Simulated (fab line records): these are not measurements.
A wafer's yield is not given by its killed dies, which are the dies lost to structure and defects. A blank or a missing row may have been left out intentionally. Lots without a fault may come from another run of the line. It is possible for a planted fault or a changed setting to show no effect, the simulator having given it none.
Comparing a struck lot with a sound one	flow sky130	18 out of 708 route steps
Sound: wafers L737.2, L737.5, L737.6. Struck: wafer L731.4 (left out: L731.3, L731.5 of the same lot, which were not struck); the cause appears at the end.
At each step with rows: each side's tool, then ch and its chambers, then its first start. Under that, the readings that differ: sound wafers	struck wafers	difference of the means	sigmas: that difference in standard deviations of wafers without a fault.
alike: readings whose means differ by less than 2 such deviations, and words and numbers that are the same on both sides. not compared: withheld readings, readings that some wafer has no value for, bounds like >300 that may hide the same value, and numbers for which the record gives no deviation and whose values overlap.
A row with sigmas, a row that says differs or no value, or rows on one side alone: a step with any of these is where the two part. Non-overlapping numbers with no deviation appear without sigmas and do not part them. A reading missing from all wafers of one side parts the sides only when that side holds two or more wafers.

SKY_VIA1_ETCH_15: etches SiO2 in C4F8/O2/Ar, stops on TiN, target depth 351 nm, time 54 s.
  sound on rie_diel-01 ch 1,2,3, day 38 16:01; struck on rie_diel-03 ch 3, day 36 13:28
reading	sound	struck	difference	sigmas
oes_product_au (a.u.)	0.983 0.987 0.988	0.971	-0.015	-2
  alike: bias_w
  not compared: rf_hours_counter_h
then, 4 steps without rows for these wafers: SKY_VIA1_STRIP_16 (strips in O2/N2); SKY_VIA1_STRIP_17 (strips in post etch residue remover, time 1200 s); SKY_VIA1_CLEAN_18 (cleans in IPA, time 180 s); SKY_VIA1_CLEAN_19 (cleans in O3/DIW).
SKY_VIA1_SPUTTER_20: material TiN, target thk 20 nm, time 80 s.
  sound on pvd_sputter-04 at day 38 16:40; struck on pvd_sputter-01 at day 36 14:06
  alike: throttle_valve_pct
SKY_VIA1_CVD_21: deposits W, target thk 270 nm, time 80.902 s.
  sound on cvd_w-01 ch 0,1, day 38 16:44; struck on cvd_w-02 ch 1, day 36 14:11
reading	sound	struck	difference	sigmas
heater_power_w (W)	813 768 803	913	+118	+2
  alike: heater_power_outer_w
SKY_VIA1_RS_MEAS_22: measures by four-point-probe.
  sound on film_metro-01 at day 38 16:50; struck on film_metro-01 at day 36 14:18
  alike: VIA1_W_RS
SKY_VIA1_THK_MEAS_23: measures by xrf.
  sound on film_metro-01 at day 38 16:57; struck on film_metro-01 at day 36 14:24
  alike: VIA1_W_THK
then, 2 steps without rows for these wafers: SKY_VIA1_CMP_24 (polishes, stops on SiO2, t overpolish 15 s, target thk 0 nm); SKY_METAL2_SPUTTER_00 (material Ti, target thk 15 nm, time 10 s).
SKY_METAL2_SPUTTER_01: material TiN, target thk 20 nm, time 16.7 s.
  sound on pvd_sputter-02 at day 38 17:19; struck on pvd_sputter-04 at day 36 14:46
  alike: throttle_valve_pct
SKY_METAL2_SPUTTER_02: material AlCu, target thk 250 nm, time 13.3 s.
  sound on pvd_sputter-02 at day 38 17:21; struck on pvd_sputter-04 at day 36 14:47
reading	sound	struck	difference	sigmas
model.AlCu_of_METAL2_SPUTTER_02.thk_nm (nm)	247.3 248.3 246	233.8	-13.4	
  alike: throttle_valve_pct
SKY_METAL2_SPUTTER_03: material Ti, target thk 5 nm, time 3.3 s.
  sound on pvd_sputter-02 at day 38 17:22; struck on pvd_sputter-04 at day 36 14:49
  alike: throttle_valve_pct
then, 1 step without rows for these wafers: SKY_METAL2_SPUTTER_04 (material TiN, target thk 70 nm, time 58.3 s).
SKY_METAL2_RS_MEAS_05: measures by four-point-probe.
  sound on film_metro-03 at day 38 17:28; struck on film_metro-02 at day 36 15:12
reading	sound	struck	difference	sigmas
METAL2_ALCU_RS (ohm/sq)	0.1280 0.1278 0.1290	0.1358	+0.0075	+6
  not compared: hold
SKY_METAL2_THK_MEAS_06: measures by xrf.
  sound on film_metro-03 at day 38 17:34; struck on film_metro-02 at day 36 18:08
reading	sound	struck	difference	sigmas
METAL2_ALCU_THK (nm)	245.6 248.2 245.6	233.8	-12.7	-5
  not compared: hold
-- the record jumps here: 11 days lie between the struck wafers' starts before and after (it left off in module METAL2 and takes up again in module PAD_OPEN, whose first step shown is number 708 of the route) --
SKY_PAD_OPEN_PROBE_99:
  sound on prober-01 at day 49 09:43; struck on prober-01 at day 47 20:20
reading	sound	struck	difference	sigmas
killed_at_M4_up	5 4 2	0	-4	-2
killed_short	38 32 43	25	-13	-2
sort_bin_6_memory (%)	7.3 5.9 7.5	3.9	-3.0	-3
model.etest.met2.line_ohm_um	0.9175 0.9193 0.9071	0.9813	+0.0667	
model.etest.met2.rs_ohm_sq	0.1302 0.1295 0.1301	0.1367	+0.0068	
  alike: defect_limited_yield, killed_at_M0_to_M3, killed_at_contacts, killed_at_front_end, killed_at_other, killed_dies, killed_open, sort_bin_3_pad_short, sort_bin_5_function, sort_n_pass, sort_yield_pct

WHERE THEY PART
At SKY_VIA1_ETCH_15 first; at SKY_PAD_OPEN_PROBE_99 last (within this record only).

WHY: what the simulator had put in
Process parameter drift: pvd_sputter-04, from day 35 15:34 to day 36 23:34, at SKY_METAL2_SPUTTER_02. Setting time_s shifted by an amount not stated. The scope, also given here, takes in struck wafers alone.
